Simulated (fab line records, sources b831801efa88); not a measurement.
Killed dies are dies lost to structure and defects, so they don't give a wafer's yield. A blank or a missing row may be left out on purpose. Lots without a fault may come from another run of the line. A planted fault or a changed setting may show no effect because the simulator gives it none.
One fault seen from 2 desks | flow sky130 | each desk has only its own numbers; what lay behind them comes last

THE METROLOGY DESK
What the gauges read, lot by lot, whatever tool the lot ran on: means of the sampled wafers that have a number. A lot is out of limits, marked OUT, if its mean lies more than 4 standard deviations from the usual mean; the brackets give that distance.
Columns: A = VIA3_HDPCVD_THK at SKY_VIA3_THK_MEAS_01, usual 1635 nm; B = CAP2M_TIN_RS at SKY_CAP2M_RS_MEAS_03, usual 6.88 ohm/sq
lot  | first seen here | A    | B
L187 | day 38 14:31    | 1632 | 6.95
L189 | day 39 05:20    | 1619 | 6.88
L190 | day 39 19:12    | 1626 | 6.95
L192 | day 40 04:13    | 1624 | 6.92
L193 | day 40 15:46    | 1659 | 6.88
L194 | day 40 17:17    | 1633 | 6.91
L195 | day 40 22:22    | 1622 | 6.78
L196 | day 41 13:44    | 1625 | 6.86
L197 | day 41 19:10    | 1654 | 6.94
L199 | day 42 03:23    | 1647 | 6.91
L205 | day 43 18:54    | 1627 | 6.91
L207 | day 44 20:06    | 1652 | 6.86
L209 | day 45 03:26    | 1637 | 6.91
This desk's finding: nothing out of limits on any of the 13 lots.

THE TOOL OWNER'S DESK: rie_diel-03
The tool's own readings at SKY_CONTACT_ETCH_18 (etches Si3N4 in CHF3/O2, stops on TiN, time 39 s, target depth 75 nm): means of the sampled wafers that have a number, for each lot that ran on this tool. A lot is out of limits, marked OUT, if its mean lies more than 4 standard deviations from the usual mean; the brackets give that distance.
Columns: A = O2_flow_sccm at SKY_CONTACT_ETCH_18, usual 4.999 sccm; B = bias_w at SKY_CONTACT_ETCH_18, usual 200.0 W; C = chf3_flow_sccm at SKY_CONTACT_ETCH_18, usual 49.98 sccm; D = drypump_motor_current_A at SKY_CONTACT_ETCH_18, usual 5.6 A; E = oes_product_au at SKY_CONTACT_ETCH_18, usual 0.856 a.u.; F = rf_fwd_power_W at SKY_CONTACT_ETCH_18, usual 592.4 W; G = throttle_valve_pct at SKY_CONTACT_ETCH_18, usual 8.795 %
lot  | first seen here | A     | B               | C     | D   | E     | F     | G
L194 | day 33 22:00    | 4.989 | 200.5           | 49.84 | 5.7 | 0.853 | 591.1 | 8.787
L195 | day 34 03:00    | 5.009 | 200.3           | 50.02 | 5.9 | 0.855 | 592.6 | 8.791
L196 | day 34 19:00    | 5.007 | 219.3 (+31) OUT | 49.96 | 5.3 | 0.849 | 589.6 | 8.796
L197 | day 35 02:00    | 4.999 | 219.7 (+31) OUT | 49.95 | 5.4 | 0.847 | 591.1 | 8.791
L209 | day 38 19:00    | 4.996 | 200.5           | 50.06 | 5.5 | 0.857 | 591.5 | 8.798
This desk's finding: out of limits on L196, L197; first on L196, day 34 19:00 (bias_w at SKY_CONTACT_ETCH_18). In limits: L194, L195, L209.

PUT TOGETHER
The tool owner's desk could have raised an alarm at day 34 19:00, on L196, L197.
The metrology desk saw nothing out of limits.
The metrology desk has L196, L197 on record, within its limits.
Of the lots named, all ran SKY_CONTACT_ETCH_18 on rie_diel-03.

WHAT THE SIMULATOR HAD PUT IN
Process parameter drift: rie_diel-03, from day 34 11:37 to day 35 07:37, at SKY_CONTACT_ETCH_18. Setting bias_w, moved by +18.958, from 200. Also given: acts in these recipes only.
Lots struck among those shown: L196, L197.
Hours from the fault's start to each desk's first reading out of limits: the tool owner's desk, 7.
